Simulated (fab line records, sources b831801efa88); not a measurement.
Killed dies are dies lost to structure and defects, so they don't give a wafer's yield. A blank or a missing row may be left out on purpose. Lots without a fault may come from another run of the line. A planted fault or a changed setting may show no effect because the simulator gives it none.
Which tool did it? | flow gf180mcu | 8 lots, 24 wafers sampled, at 3 steps of a route of 602

WHAT THE GAUGES READ, wafer by wafer
GF_LVPWELL_TW_MEAS_11.
lot  | measured    | on            | LVPWELL_TW
L665 | day 4 02:35 | film_metro-01 | 554 552 552
L666 | day 4 06:25 | film_metro-01 | 556 555 554
L667 | day 4 10:43 | film_metro-04 | 563 559 563
L669 | day 4 19:07 | film_metro-04 | 562 561 562
L670 | day 5 02:25 | film_metro-01 | 564 562 561
L673 | day 5 16:43 | film_metro-01 | 566 564 562
L676 | day 6 10:31 | film_metro-01 | 684 686 688
L677 | day 6 17:49 | film_metro-01 | 687 691 687

WHICH TOOL RAN EACH LOT (tool, then ch and the chambers of the sampled wafers, then the start)
lot  | GF_STI_STRIP_15                     | GF_LVPWELL_IMPLANT_09
L665 | plasma_asher-03 ch 0,1, day 2 02:43 | implanter-04 ch 0, day 4 02:20
L666 | plasma_asher-02 ch 0,1, day 2 09:50 | implanter-04 ch 0, day 4 06:10
L667 | plasma_asher-04 ch 0,1, day 2 15:50 | implanter-03 ch 0, day 4 10:28
L669 | plasma_asher-02 ch 0,1, day 2 22:34 | implanter-03 ch 0, day 4 18:52
L670 | plasma_asher-04 ch 0,1, day 3 04:15 | implanter-03 ch 0, day 5 02:11
L673 | plasma_asher-03 ch 0,1, day 3 18:24 | implanter-03 ch 0, day 5 16:30
L676 | plasma_asher-02 ch 1, day 4 10:13   | implanter-03 ch 0, day 6 10:17
L677 | plasma_asher-02 ch 0,1, day 4 15:30 | implanter-04 ch 0, day 6 17:35
- GF_STI_STRIP_15: strips in O2/N2.
- GF_LVPWELL_IMPLANT_09

THE ANSWER, worked out from the rows above alone
Rule: what is usual is taken from the lots themselves. Put in order of their means at a reading, lots are off if they are a third of the lots or fewer, leave a main group of 4 or more, and stand apart from it by a gap of 3 or more times the standard deviation of the main group's means; of several such gaps the widest counts. A main group whose means are all the same, to the digits that the tables above print for the reading, isn't used. A lot without any number at a reading at which 4 lots or more have one is off too. The other lots that the step has rows for count as sound.
Off: L676, L677, at GF_LVPWELL_TW_MEAS_11 (LVPWELL_TW). The main group: mean 560, standard deviation 4.2.
A tool fits if, at a process step before that reading, it ran every lot that is off, and no sound lot after the first of them. The gauges at GF_LVPWELL_TW_MEAS_11 are tried like those tools. Can't be told from this: 2 tools fit, plasma_asher-02 at GF_STI_STRIP_15, film_metro-01 at GF_LVPWELL_TW_MEAS_11.

WHAT THE SIMULATOR HAD PUT IN
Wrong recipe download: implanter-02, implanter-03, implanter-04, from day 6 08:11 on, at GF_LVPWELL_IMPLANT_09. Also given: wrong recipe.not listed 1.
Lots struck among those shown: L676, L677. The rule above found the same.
